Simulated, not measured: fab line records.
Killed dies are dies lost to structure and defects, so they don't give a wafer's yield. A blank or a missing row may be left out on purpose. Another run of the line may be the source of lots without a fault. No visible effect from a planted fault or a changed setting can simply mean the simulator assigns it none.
The same fault as seen by 2 desks / flow gf180mcu / numbers are kept per desk, each desk with only its own; the story behind them comes last

## THE TOOL OWNER'S DESK: pvd_sputter-01
At GF_M2_SPUTTER_01 (material TiN, target thk 30 nm, time 25 s) the tool's own readings: per lot run on this tool, the mean of the sampled wafers that have a number. The brackets show how far a lot's mean lies from the usual mean; more than 4 standard deviations puts the lot out of limits, marked OUT.
Columns: A = throttle_valve_pct at GF_M2_SPUTTER_01, usual 30.2 %
lot=L271; first seen here=day 19 09:10; A=31.0
lot=L289; first seen here=day 25 09:55; A=30.8
lot=L290; first seen here=day 25 17:58; A=30.1
Finding of this desk: none of the 3 lots has anything out of limits.

## AT THE METROLOGY DESK
What the gauges read, lot by lot, whatever tool the lot ran on: means of the sampled wafers that have a number. The brackets show how far a lot's mean lies from the usual mean; more than 4 standard deviations puts the lot out of limits, marked OUT.
Columns: A = V1_W_RS at GF_V1_RS_MEAS_24, usual 0.3285 ohm/sq; B = V1_W_THK at GF_V1_THK_MEAS_25, usual 346 nm
lot=L269; first seen here=day 18 05:03; A=0.3315; B=343
lot=L271; first seen here=day 19 08:35; A=0.3285; B=342
lot=L279; first seen here=day 22 05:35; A=0.3300; B=352
lot=L289; first seen here=day 25 09:22; A=0.3306; B=343
lot=L290; first seen here=day 25 17:23; A=0.3323; B=344
lot=L292; first seen here=day 26 00:50; A=0.3303; B=342
Finding of this desk: none of the 6 lots has anything out of limits.

## ALL TOGETHER
Nothing out of limits was seen by the tool owner's desk.
Metrology desk: nothing out of limits seen.

## WHAT HAD BEEN PUT IN BY THE SIMULATOR
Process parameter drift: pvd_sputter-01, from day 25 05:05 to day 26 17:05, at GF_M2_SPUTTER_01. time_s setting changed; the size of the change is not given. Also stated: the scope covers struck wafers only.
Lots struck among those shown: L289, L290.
